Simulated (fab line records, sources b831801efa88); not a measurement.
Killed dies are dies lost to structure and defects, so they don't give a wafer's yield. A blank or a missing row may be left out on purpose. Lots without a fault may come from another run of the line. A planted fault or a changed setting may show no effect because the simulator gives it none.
Chamber matching | flow gf180mcu | GF_V2_CMP_26 on cmp-02: 4 sister chambers
The step polishes, stops on SiO2, t overpolish 15 s, target thk 0 nm. 4 wafers are shown with their chamber, then 8 later ones without.

WAFERS WITH THEIR CHAMBER
wafer  | chamber | time_to_endpoint_s (s)
L351.1 | 0       | 85
L351.2 | 3       | 83
L354.5 | 1       | 91
L355.1 | 2       | 83

WAFERS WITHOUT THEIR CHAMBER
wafer  | time_to_endpoint_s (s)
L355.4 | 82
L355.6 | 84
L356.2 | 82
L356.5 | 81
L356.6 | 84
L361.2 | 85
L361.3 | 83
L361.4 | 90

WHICH CHAMBER EACH WENT THROUGH
wafer  | from the rows above          | in truth
L355.4 | can't be placed: 2 or 3 or 0 | 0
L355.6 | can't be placed: 0 or 2 or 3 | 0
L356.2 | can't be placed: 2 or 3 or 0 | 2
L356.5 | can't be placed: 2 or 3 or 0 | 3
L356.6 | can't be placed: 0 or 2 or 3 | 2
L361.2 | can't be placed: 0 or 2 or 3 | 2
L361.3 | can't be placed: 2 or 3 or 0 | 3
L361.4 | 1                            | 1
Placed correctly: 1 of 8. Can't be placed from these rows: 7 (the true chamber is among the candidates in 7). Placed wrongly: 0.
How it was worked out, from the rows above alone: a wafer's distance from a chamber is the root of the sum, over the readings, of the square of ((its reading less the chamber's mean) divided by the reading's scatter). The wafer belongs to the nearest chamber; if the next one is less than 2 further off, it can't be placed. A chamber's mean is the mean of its shown wafers. The scatter: with one shown wafer a chamber, the root of the mean of the squares of how far each hidden wafer lies from its nearest shown one.
